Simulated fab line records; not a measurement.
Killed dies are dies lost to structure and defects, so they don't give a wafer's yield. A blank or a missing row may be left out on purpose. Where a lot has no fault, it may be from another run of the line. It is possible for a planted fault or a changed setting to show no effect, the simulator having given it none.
A struck lot beside a sound one / flow sky130 / 17 steps out of a route of 708
Sound: wafers L499.3, L499.4, L499.6. The struck wafers were L507.1, L507.4, L507.6. Last of all comes the cause.
For every step that has rows: the tool of each side, followed by ch and its chambers, followed by its first start. Under that, the readings that differ: sound wafers / struck wafers / difference of the means / sigmas: that difference in standard deviations of wafers without a fault.
alike: readings whose means differ by less than 2 such deviations, and words and numbers that are the same on both sides. not compared: withheld readings, readings that some wafer has no value for, bounds like >300 that may hide the same value, and numbers for which the record gives no deviation and whose values overlap.
A row with sigmas, a row that says differs or no value, or rows on one side alone: a step with any of these is where the two part. Numbers that have no deviation but don't overlap get no sigmas and don't part them. A reading that every wafer of one side lacks parts them only if that side has two wafers or more.

SKY_METAL4_SPUTTER_04: material TiN, target thk 70 nm, time 58.3 s.
  sound on pvd sputter-01, day 40 12:45; struck on pvd sputter-03, day 43 01:37
  alike: throttle valve pct
SKY_CAP2M_CVD_00: deposits SiO2, target thk 15.5 nm.
  sound on pecvd-04 ch 0,1,2, day 40 12:48; struck on pecvd-03 ch 0,2, day 43 01:40
  alike: heater power w, rf fwd power W
SKY_CAP2M_THK_MEAS_01:
  sound on film metro-01, day 40 12:50; struck on film metro-03, day 43 01:42
  alike: CAP2M_CVD_00_THK
SKY_CAP2M_SPUTTER_02: material TiN, target thk 200 nm, time 166.7 s.
  sound on pvd sputter-02, day 40 12:53; struck on pvd sputter-04, day 43 01:46
  alike: throttle valve pct
SKY_CAP2M_RS_MEAS_03: uses a four-point probe to measure.
  sound on film metro-01, day 40 13:02; struck on film metro-01, day 43 01:52
  alike: CAP2M_TIN_RS
SKY_CAP2M_THK_MEAS_04: measures by xrf.
  sound on film metro-01, day 40 13:08; struck on film metro-01, day 43 01:59
  alike: CAP2M_TIN_THK
then, 6 steps without rows for these wafers: SKY_CAP2M_DEHYDRATE_05 (time 60 s); SKY_CAP2M_HMDS_06 (prime time 60 s); SKY_CAP2M_COAT_07 (resist thk 1140 nm); SKY_CAP2M_SOFTBAKE_08 (time 60 s); SKY_CAP2M_EXPOSE_09 (exposes mask CAP2M, target cd 1000 nm); SKY_CAP2M_PEB_10.
SKY_CAP2M_DEVELOP_11: develop time 60 s.
  sound on litho track-01 ch 0, day 41 12:20; struck on litho track-01 ch 0, day 44 00:26
SKY_CAP2M_OVL_MEAS_12:
  sound on overlay-02, day 41 12:27; struck on overlay-02, day 44 00:35
  alike: CAP2M_OVL
SKY_CAP2M_METAL_ETCH_13: etches TiN in Cl2/BCl3, stops on SiO2, target depth 220 nm, time 62.9 s.
  sound on rie metal-03 ch 0,1, day 41 12:30; struck on rie metal-04 ch 0,1, day 44 00:38
reading=model.CAP2M.cd nm (nm); sound=1000 998.7 998.7; struck=1029 1026 1026; difference=+28; sigmas=
  alike: drypump motor current A, oes product au, rf fwd power W, throttle valve pct
  not compared: rf hours counter h
SKY_CAP2M_STRIP_14: strips in O2/N2.
  sound on plasma asher-04 ch 0,1, day 41 12:35; struck on plasma asher-03 ch 0,1, day 44 00:42
  alike: drypump motor current A, oes product au, strip time to endpoint s
  not compared: rf hours counter h
SKY_PAD_OPEN_PROBE_99:
  rows exist in the record for the sound wafers here (prober-02, day 46 11:46), none for the struck ones

WHERE THEY PART
Within this record, at SKY_PAD_OPEN_PROBE_99 only.

WHY: the cause the simulator had injected
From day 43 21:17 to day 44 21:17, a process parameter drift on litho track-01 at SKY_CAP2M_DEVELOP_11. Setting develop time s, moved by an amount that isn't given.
